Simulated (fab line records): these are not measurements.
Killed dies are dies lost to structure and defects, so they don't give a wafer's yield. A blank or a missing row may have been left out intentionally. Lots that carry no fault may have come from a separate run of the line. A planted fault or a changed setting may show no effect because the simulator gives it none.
fab line records | flow gf180mcu
record: lots: 14 wafers: 41 lastDay: 34
route steps=602 shown DUAL_GATE@151
lots that met no fault: taken from a fault-free run of the same line
startH: the number of hours between the record's first day and the start of the first shown wafer of the lot | waitH: hours from the lot's prior step to this one | " same as the row above | L1.1+2: one row covering several wafers at once | - no value present, or no start provided | * or withheld: withheld | < > ~ a bound
route shown NAME@n: NAME is a module with steps in the file, n the number in the route of the first one | usual: mean and standard deviation over wafers with no fault | same: alike in all rows | chamber/n: place in a boat | sites: per-site readings | _std_site: how widely they spread, as a standard deviation | _edge_site: mean of outer sites minus mean of inner sites | radiusMm: for every site, how far away it sits from the centre of the wafer | mask NAME#n: copy n | behind: tool/chamber where the wafer was last shaped | hold: the reason the lot was held/the length of the hold in hours/how it ended | device: the n, p or np transistor that did not switch | end of line: tests of these same wafers at the route's end | a step without rows: its recipe alone | killed: not the wafer's yield, but the dies lost to structure and defects at the first sort | map: shows each die of a wafer: x if killed, . if not, _ if none is there
set.NAME: setting as actually run; set.NAME@STEP: the setting as run at that earlier step | model.NAME: the simulator's own value behind a step, which no gauge read
a sample of lots followed through the steps of the route, with each step as a table and each wafer as a row
== steps ==
step: GF_DUAL_GATE_DEVELOP_10
recipe: developTimeS: 60 devTempC: 23
usual: developerTempC: 23.00/0.1
columns lot.wafer tool chamber startH waitH developerTempC
L656.3 lithoTrack-03 0 175.31 0.1 23.02
L656.4 " 0 " " 22.99
L656.5 " 0 " " 23.06
L659.1 lithoTrack-03 0 196.11 0.1 23.18
L659.2 " 0 " " 22.93
L659.6 " 0 " " 23.10
L660.1 lithoTrack-03 0 200.36 0.1 23.09
L660.3 " 0 " " 22.79
L660.5 " 0 " " 23.00
L661.3 lithoTrack-04 0 210.71 0.1 23.05
L661.4 " 0 " " 23.00
L661.5 " 0 " " 22.89
L662.1 lithoTrack-03 0 216.46 0.1 23.04
L662.2 " 0 " " 23.00
L662.4 " 0 " " 22.95
L663.1 lithoTrack-04 0 222.41 0.1 23.10
L663.4 " 0 " " 23.05
L664.3 lithoTrack-04 0 234.01 0.1 23.61
L664.4 " 0 " " 23.69
L664.5 " 0 " " 23.97
L667.2 lithoTrack-04 0 251.68 0.1 23.90
L667.3 " 0 " " 23.89
L667.5 " 0 " " 23.92
L672.1 lithoTrack-03 0 287.96 0.1 23.07
L672.3 " 0 " " 23.12
L672.6 " 0 " " 22.95
L673.2 lithoTrack-03 0 293.98 0.1 22.96
L673.4 " 0 " " 22.99
L673.5 " 0 " " 22.97
L675.1 lithoTrack-04 0 309.35 0.1 23.22
L675.4 " 0 " " 23.23
L675.6 " 0 " " 22.89
L677.1 lithoTrack-01 0 324.84 0.1 22.95
L677.3 " 0 " " 23.04
L677.4 " 0 " " 23.01
L678.1 lithoTrack-04 0 340.70 0.1 22.97
L678.2 " 0 " " 23.00
L678.5 " 0 " " 22.98
L679.1 lithoTrack-04 0 341.75 0.1 23.07
L679.4 " 0 " " 22.93
L679.5 " 0 " " 23.01
== key ==
firstSign: step: GF_DUAL_GATE_DEVELOP_10 reading: developerTempC direction: up sigmas: 8.1 usual: * struck: *
effect none on later readings
metAt GF_DUAL_GATE_DEVELOP_10
struckLots L664,L667
testerLeftOut L664,L667
baselineLoss: step: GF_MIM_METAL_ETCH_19 wafers: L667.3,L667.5
onsetBetween 222.41 234.01
fault: kind: processParameterDrift tool: lithoTrack-04 chamber: - onsetH: 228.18 steps: GF_DUAL_GATE_DEVELOP_10 channel: devTempC offset: * shape: step endH: 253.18 actsIn: * stated: *
testerLeftOut: of these lots the tester's yield and bins aren't shown, on N5 and GAA mostly nor the transistor test; their killed dies are dies lost to structure and defects alone, not to doping, threshold or leakage, so they don't give the yield
baselineLoss: these wafers lose ten dies or more at that step, a loss of the line's own and not of a fault; the sort's usual values leave them out
